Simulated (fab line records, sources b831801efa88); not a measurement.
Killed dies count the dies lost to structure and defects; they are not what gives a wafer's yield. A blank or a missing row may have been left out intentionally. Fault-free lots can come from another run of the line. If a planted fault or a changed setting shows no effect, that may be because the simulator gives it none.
What tool caused it? ; flow sky130 ; 18 wafers sampled from 6 lots at 1 step of a route of 708

## WHAT THE GAUGES READ, wafer by wafer
SKY_POLY_GATE_CD_MEAS_13 targets a cd of 150 nm.
lot;measured;on;cd-nm (nm)
L247;day 18 17:14;cd-sem-01;150.2 150.7 150.0
L249;day 19 00:43;cd-sem-01;150.4 150.3 150.7
L252;day 19 19:50;cd-sem-01;150.6 151.1 149.5
L260;day 23 00:34;cd-sem-01;150.8 151.4 150.6
L263;day 24 03:52;cd-sem-02;149.7 149.9 149.5
L266;day 24 20:29;cd-sem-02;149.4 150.2 150.5

## EACH LOT AND THE TOOL THAT RAN IT (in order: tool; ch and the chambers of the sampled wafers; start)
Record: no process step prior to these readings.

## THE ANSWER, worked out from the rows above alone
Rule: the lots themselves supply what counts as usual. Put in order of their means at a reading, lots are off if they are a third of the lots or fewer, leave a main group of 4 or more, and stand apart from it by a gap of 3 or more times the standard deviation of the main group's means; of several such gaps the widest counts. A main group is skipped when, at the precision printed for the reading in the tables above, its means are all equal. Also off: a lot with no number at a reading for which 4 or more lots have one. All remaining lots with rows at the step are treated as sound.
None of the lots is off at any reading shown; this tells nothing.

## WHAT WAS PUT IN BY THE SIMULATOR
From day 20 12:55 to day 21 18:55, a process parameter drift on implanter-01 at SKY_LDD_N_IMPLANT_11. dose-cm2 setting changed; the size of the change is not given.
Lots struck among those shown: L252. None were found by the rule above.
